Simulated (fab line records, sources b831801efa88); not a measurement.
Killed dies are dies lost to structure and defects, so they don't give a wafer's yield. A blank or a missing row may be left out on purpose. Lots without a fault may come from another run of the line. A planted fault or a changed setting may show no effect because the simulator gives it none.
One fault seen from 2 desks | flow gf180mcu | each desk has only its own numbers; what lay behind them comes last

THE METROLOGY DESK
What the gauges read, lot by lot, whatever tool the lot ran on: means of the sampled wafers that have a number. A lot is out of limits, marked OUT, if its mean lies more than 4 standard deviations from the usual mean; the brackets give that distance.
Columns: A = V1_CVD_00_THK at GF_V1_THK_MEAS_01, usual 600 nm
lot  | first seen here | A
L112 | day 17 02:13    | 592
L115 | day 18 12:27    | 600
L116 | day 18 20:38    | 595
L117 | day 19 07:42    | 602
L119 | day 20 00:18    | 601
L120 | day 20 04:01    | 599
L123 | day 21 06:23    | 601
L122 | day 21 08:02    | 591
L127 | day 22 21:37    | 608
L130 | day 24 02:19    | 605
L131 | day 24 14:32    | 598
L133 | day 24 18:55    | 598
L134 | day 25 08:41    | 591
L135 | day 25 18:08    | 603
This desk's finding: nothing out of limits on any of the 14 lots.

THE TOOL OWNER'S DESK: cmp-01
The tool's own readings at GF_CONTACT_CMP_27 (polishes, stops on SiO2, t overpolish 15 s, target thk 0 nm): means of the sampled wafers that have a number, for each lot that ran on this tool. A lot is out of limits, marked OUT, if its mean lies more than 4 standard deviations from the usual mean; the brackets give that distance.
Columns: A = motor_current_A at GF_CONTACT_CMP_27, usual 11.3 A; B = overpolish_run_s at GF_CONTACT_CMP_27, usual 15.000 s; C = time_to_endpoint_s at GF_CONTACT_CMP_27, usual 74.7 s
lot  | first seen here | A    | B                        | C
L112 | day 16 02:12    | 10.8 | 14.994                   | 75.8
L115 | day 17 11:00    | 11.0 | 15.005                   | 78.4
L116 | day 17 19:34    | 11.5 | 14.998                   | 77.1
L117 | day 18 05:53    | 11.2 | 14.999                   | 73.7
L119 | day 18 22:22    | 11.5 | 14.990                   | 76.0
L120 | day 19 02:48    | 11.4 | 10.002 (-99 or more) OUT | 88.2 (+4.8) OUT
L123 | day 20 05:05    | 10.9 | 10.018 (-99 or more) OUT | 87.0 (+4.4) OUT
L122 | day 20 06:43    | 11.6 | 5.028 (-99 or more) OUT  | 98.3 (+8.4) OUT
L130 | day 23 02:42    | 11.2 | 14.994                   | 71.2
L131 | day 23 14:16    | 11.2 | 14.997                   | 74.2
L133 | day 23 19:31    | 10.8 | 14.998                   | 72.3
L134 | day 24 09:15    | 11.2 | 15.007                   | 71.6
L135 | day 24 19:24    | 11.1 | 14.993                   | 75.6
This desk's finding: out of limits on L120, L122, L123; first on L120, day 19 02:48 (overpolish_run_s at GF_CONTACT_CMP_27). In limits: L112, L115, L116, L117, L119, L130, L131, L133, L134, L135.

PUT TOGETHER
The tool owner's desk could have raised an alarm at day 19 02:48, on L120, L122, L123.
The metrology desk saw nothing out of limits.
The metrology desk has L120, L122, L123 on record, within its limits.
Of the lots named, all ran GF_CONTACT_CMP_27 on cmp-01.

WHAT THE SIMULATOR HAD PUT IN
Process parameter drift: cmp-01, from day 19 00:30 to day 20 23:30, at GF_CONTACT_CMP_27. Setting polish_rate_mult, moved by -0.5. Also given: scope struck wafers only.
Lots struck among those shown: L120, L122, L123.
Hours from the fault's start to each desk's first reading out of limits: the tool owner's desk, 2.
